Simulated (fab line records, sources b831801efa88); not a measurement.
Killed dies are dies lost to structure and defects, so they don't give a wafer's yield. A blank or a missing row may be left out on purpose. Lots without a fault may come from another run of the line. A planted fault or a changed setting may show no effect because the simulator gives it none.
One fault seen from 2 desks | flow sky130 | each desk has only its own numbers; what lay behind them comes last

THE METROLOGY DESK
What the gauges read, lot by lot, whatever tool the lot ran on: means of the sampled wafers that have a number. A lot is out of limits, marked OUT, if its mean lies more than 4 standard deviations from the usual mean; the brackets give that distance.
Columns: A = VIA3_W_RS at SKY_VIA3_RS_MEAS_22, usual 0.2945 ohm/sq; B = CAP2M_TIN_RS at SKY_CAP2M_RS_MEAS_03, usual 6.89 ohm/sq
lot  | first seen here | A                | B
L775 | day 40 01:58    | 0.2935           | 6.93
L776 | day 40 09:02    | 0.2985           | 6.90
L778 | day 41 07:55    | 0.2923           | 6.96
L781 | day 42 13:00    | 0.2903           | 6.99
L780 | day 42 14:44    | 0.2919           | 6.91
L785 | day 43 09:24    | 0.2951           | 6.90
L788 | day 43 17:31    | 0.1582 (-50) OUT | 6.87
L790 | day 44 11:28    | 0.2931           | 6.85
L789 | day 44 17:06    | 0.2476 (-17) OUT | 6.87
L792 | day 45 03:11    | 0.2974           | 7.10
L794 | day 45 07:10    | 0.2933           | 6.78
This desk's finding: out of limits on L788, L789; first on L788, day 43 17:31 (VIA3_W_RS at SKY_VIA3_RS_MEAS_22). In limits: L775, L776, L778, L781, L780, L785, L790, L792, L794.

THE TOOL OWNER'S DESK: cvd_w-02
The tool's own readings at SKY_VIA3_CVD_21 (deposits W, target thk 390 nm, time 117.31 s): means of the sampled wafers that have a number, for each lot that ran on this tool. A lot is out of limits, marked OUT, if its mean lies more than 4 standard deviations from the usual mean; the brackets give that distance.
Columns: A = heater_power_w at SKY_VIA3_CVD_21, usual 794 W
lot  | first seen here | A
L775 | day 40 01:50    | 773
L776 | day 40 08:47    | 823
L778 | day 41 07:47    | 763
L781 | day 42 12:52    | 764
L785 | day 43 09:16    | 764
L788 | day 43 17:23    | 737
L789 | day 44 16:59    | 795
This desk's finding: nothing out of limits on any of the 7 lots.

PUT TOGETHER
The metrology desk could have raised an alarm at day 43 17:31, on L788, L789.
The tool owner's desk saw nothing out of limits.
The tool owner's desk has L788, L789 on record, within its limits.
Of the lots named, all ran SKY_VIA3_CVD_21 on cvd_w-02.

WHAT THE SIMULATOR HAD PUT IN
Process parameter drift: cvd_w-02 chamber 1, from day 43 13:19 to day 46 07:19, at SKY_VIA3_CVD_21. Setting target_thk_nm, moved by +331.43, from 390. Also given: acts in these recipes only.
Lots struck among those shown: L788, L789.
Hours from the fault's start to each desk's first reading out of limits: the metrology desk, 4.
